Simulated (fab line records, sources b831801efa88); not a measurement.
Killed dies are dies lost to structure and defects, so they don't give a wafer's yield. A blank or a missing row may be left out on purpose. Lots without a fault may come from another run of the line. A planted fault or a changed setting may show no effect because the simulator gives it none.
Which tool did it? | flow sky130 | 11 lots, 33 wafers sampled, at 6 steps of a route of 708

WHAT THE GAUGES READ, wafer by wafer
SKY_SD_N_RS_MEAS_16: measures by four-point-probe.
lot  | measured     | on            | SD_N_RS (ohm/sq)
L882 | day 27 11:24 | film_metro-02 | 68.58 68.67 68.64
L885 | day 28 21:07 | film_metro-03 | 68.58 68.57 68.51
L886 | day 29 03:24 | film_metro-04 | 68.64 68.73 68.62
L888 | day 29 23:13 | film_metro-02 | 68.71 68.59 68.70
L889 | day 30 05:38 | film_metro-04 | 63.61 63.83 63.98
L891 | day 31 04:26 | film_metro-03 | 68.50 68.40 68.46
L893 | day 32 02:23 | film_metro-04 | 63.93 63.87 63.82
L895 | day 32 00:14 | film_metro-02 | 68.64 68.62 68.44
L898 | day 33 21:32 | film_metro-02 | 63.80 63.81 63.84
L902 | day 35 03:27 | film_metro-03 | 68.42 68.51 68.45
L904 | day 35 08:52 | film_metro-03 | 68.63 68.54 68.45

SKY_LI_CONTACT_OVL_MEAS_13.
lot  | measured     | on         | LI_CONTACT_OVL (nm)
L882 | day 28 19:47 | overlay-02 | 3 6 7
L885 | day 30 01:55 | overlay-01 | 7 3 14
L886 | day 30 07:01 | overlay-02 | 6 -2 4
L888 | day 31 03:31 | overlay-02 | 3 -3 -4
L889 | day 31 09:12 | overlay-02 | 10 1 11
L891 | day 32 08:19 | overlay-02 | -1 4 -5
L893 | day 32 18:40 | overlay-01 | 3 6 5
L895 | day 33 04:01 | overlay-02 | 1 1 -4
L898 | day 35 00:51 | overlay-01 | 4 -5 13
L902 | day 36 07:11 | overlay-01 | 2 -2 0
L904 | day 36 12:37 | overlay-01 | -9 -3 -8

WHICH TOOL RAN EACH LOT (tool, then ch and the chambers of the sampled wafers, then the start)
lot  | SKY_POLY_CUT_ETCH_11               | SKY_POLY_CUT_STRIP_12                | SKY_SD_N_IMPLANT_09             | SKY_SD_N_STRIP_11
L882 | rie_diel-03 ch 0,1,3, day 23 19:29 | plasma_asher-02 ch 0,1, day 23 19:31 | implanter-03 ch 0, day 27 10:43 | plasma_asher-04 ch 0,1, day 27 11:01
L885 | rie_diel-04 ch 0,1,3, day 25 06:28 | plasma_asher-02 ch 0,1, day 25 06:30 | implanter-02 ch 0, day 28 20:26 | plasma_asher-04 ch 0,1, day 28 20:44
L886 | rie_diel-04 ch 0,1,3, day 25 13:55 | plasma_asher-02 ch 0, day 25 13:57   | implanter-03 ch 0, day 29 02:41 | plasma_asher-04 ch 0,1, day 29 03:01
L888 | rie_diel-02 ch 1,2,3, day 26 09:25 | plasma_asher-02 ch 0,1, day 26 09:27 | implanter-01 ch 0, day 29 22:31 | plasma_asher-01 ch 0,1, day 29 22:49
L889 | rie_diel-02 ch 0,1,2, day 26 16:05 | plasma_asher-01 ch 0,1, day 26 16:10 | implanter-03 ch 0, day 30 04:35 | plasma_asher-02 ch 0,1, day 30 05:11
L891 | rie_diel-03 ch 0,1, day 27 17:32   | plasma_asher-03 ch 0,1, day 27 17:37 | implanter-02 ch 0, day 31 03:43 | plasma_asher-04 ch 0,1, day 31 04:00
L893 | rie_diel-04 ch 0,2,3, day 28 02:46 | plasma_asher-01 ch 0,1, day 28 02:48 | implanter-03 ch 0, day 31 13:11 | plasma_asher-01 ch 0,1, day 32 01:30
L895 | rie_diel-03 ch 0,2,3, day 28 15:14 | plasma_asher-01 ch 0,1, day 28 15:16 | implanter-01 ch 0, day 31 23:32 | plasma_asher-02 ch 0,1, day 31 23:50
L898 | rie_diel-04 ch 2,3, day 30 10:19   | plasma_asher-02 ch 0,1, day 30 10:22 | implanter-01 ch 0, day 33 20:29 | plasma_asher-04 ch 0,1, day 33 21:07
L902 | rie_diel-04 ch 1,3, day 31 17:56   | plasma_asher-03 ch 0,1, day 31 17:58 | implanter-02 ch 0, day 35 02:43 | plasma_asher-04 ch 0,1, day 35 02:59
L904 | rie_diel-02 ch 0,2,3, day 31 23:17 | plasma_asher-03 ch 0,1, day 31 23:19 | implanter-01 ch 0, day 35 08:11 | plasma_asher-02 ch 0,1, day 35 08:29
- SKY_POLY_CUT_ETCH_11: etches Si3N4 in CF4/CH2F2/Ar, stops on poly-Si, time 42.5 s, target depth 60 nm.
- SKY_POLY_CUT_STRIP_12: strips in O2/N2.
- SKY_SD_N_IMPLANT_09
- SKY_SD_N_STRIP_11: strips in O2/N2.

WHAT THE TOOLS THEMSELVES READ (means of the sampled wafers that have a number; where no wafer has one, the mark that the record gives instead)
SKY_POLY_CUT_ETCH_11.
lot  | tool        | drypump_motor_current_A (A) | oes_product_au (a.u.) | throttle_valve_pct (%)
L882 | rie_diel-03 | 5.8                         | 0.824                 | 14.999
L885 | rie_diel-04 | 5.8                         | 0.826                 | 14.990
L886 | rie_diel-04 | 5.8                         | 0.824                 | 14.991
L888 | rie_diel-02 | 6.0                         | 0.828                 | 15.005
L889 | rie_diel-02 | 5.7                         | 0.834                 | 14.989
L891 | rie_diel-03 | 5.8                         | 0.827                 | 14.999
L893 | rie_diel-04 | 5.8                         | 0.833                 | 14.998
L895 | rie_diel-03 | 5.6                         | 0.829                 | 14.997
L898 | rie_diel-04 | 5.7                         | 0.832                 | 14.993
L902 | rie_diel-04 | 5.7                         | 0.830                 | 14.991
L904 | rie_diel-02 | 5.9                         | 0.830                 | 14.992

SKY_POLY_CUT_STRIP_12.
lot  | tool            | drypump_motor_current_A (A) | oes_product_au (a.u.) | strip_time_to_endpoint_s (s)
L882 | plasma_asher-02 | 6.0                         | 0.453                 | 5.352
L885 | plasma_asher-02 | 6.0                         | 0.447                 | 5.353
L886 | plasma_asher-02 | 6.0                         | 0.456                 | 5.360
L888 | plasma_asher-02 | 6.0                         | 0.459                 | 5.370
L889 | plasma_asher-01 | 5.4                         | 0.451                 | 5.401
L891 | plasma_asher-03 | 5.8                         | 0.451                 | 5.382
L893 | plasma_asher-01 | 5.4                         | 0.452                 | 5.379
L895 | plasma_asher-01 | 5.4                         | 0.454                 | 5.354
L898 | plasma_asher-02 | 6.0                         | 0.452                 | 5.361
L902 | plasma_asher-03 | 5.8                         | 0.453                 | 5.366
L904 | plasma_asher-03 | 5.8                         | 0.448                 | 5.381

SKY_SD_N_STRIP_11.
lot  | tool            | drypump_motor_current_A (A) | oes_product_au (a.u.) | strip_time_to_endpoint_s (s)
L882 | plasma_asher-04 | 5.5                         | 0.529                 | 22.57
L885 | plasma_asher-04 | 5.4                         | 0.526                 | 22.62
L886 | plasma_asher-04 | 5.5                         | 0.527                 | 22.54
L888 | plasma_asher-01 | 5.3                         | 0.526                 | 22.59
L889 | plasma_asher-02 | 6.0                         | 0.513                 | 23.77
L891 | plasma_asher-04 | 5.4                         | 0.527                 | 22.57
L893 | plasma_asher-01 | 5.1                         | 0.514                 | 23.77
L895 | plasma_asher-02 | 6.0                         | 0.530                 | 22.55
L898 | plasma_asher-04 | 5.3                         | 0.510                 | 23.84
L902 | plasma_asher-04 | 5.5                         | 0.530                 | 22.55
L904 | plasma_asher-02 | 6.0                         | 0.527                 | 22.53

THE ANSWER, worked out from the rows above alone
Rule: what is usual is taken from the lots themselves. Put in order of their means at a reading, lots are off if they are a third of the lots or fewer, leave a main group of 4 or more, and stand apart from it by a gap of 3 or more times the standard deviation of the main group's means; of several such gaps the widest counts. A main group whose means are all the same, to the digits that the tables above print for the reading, isn't used. A lot without any number at a reading at which 4 lots or more have one is off too. The other lots that the step has rows for count as sound. The gauges are gone through in route order, then the tools' own readings, and for those a lot's mean is taken as printed above. The first step at which some lot is off is used, and at that step the reading that is off furthest; a lot without a number counts as furthest.
Off: L889, L893, L898, at SKY_SD_N_RS_MEAS_16 (SD_N_RS). The main group: mean 68.57 ohm/sq, standard deviation 0.078.
A tool fits if, at a process step before that reading, it ran every lot that is off, and no sound lot after the first of them. The gauges at SKY_SD_N_RS_MEAS_16 aren't tried: what is off there is off at SKY_SD_N_STRIP_11 too, on other tools, and a gauge's error can't cause that. None of those tried fits.

WHAT THE SIMULATOR HAD PUT IN
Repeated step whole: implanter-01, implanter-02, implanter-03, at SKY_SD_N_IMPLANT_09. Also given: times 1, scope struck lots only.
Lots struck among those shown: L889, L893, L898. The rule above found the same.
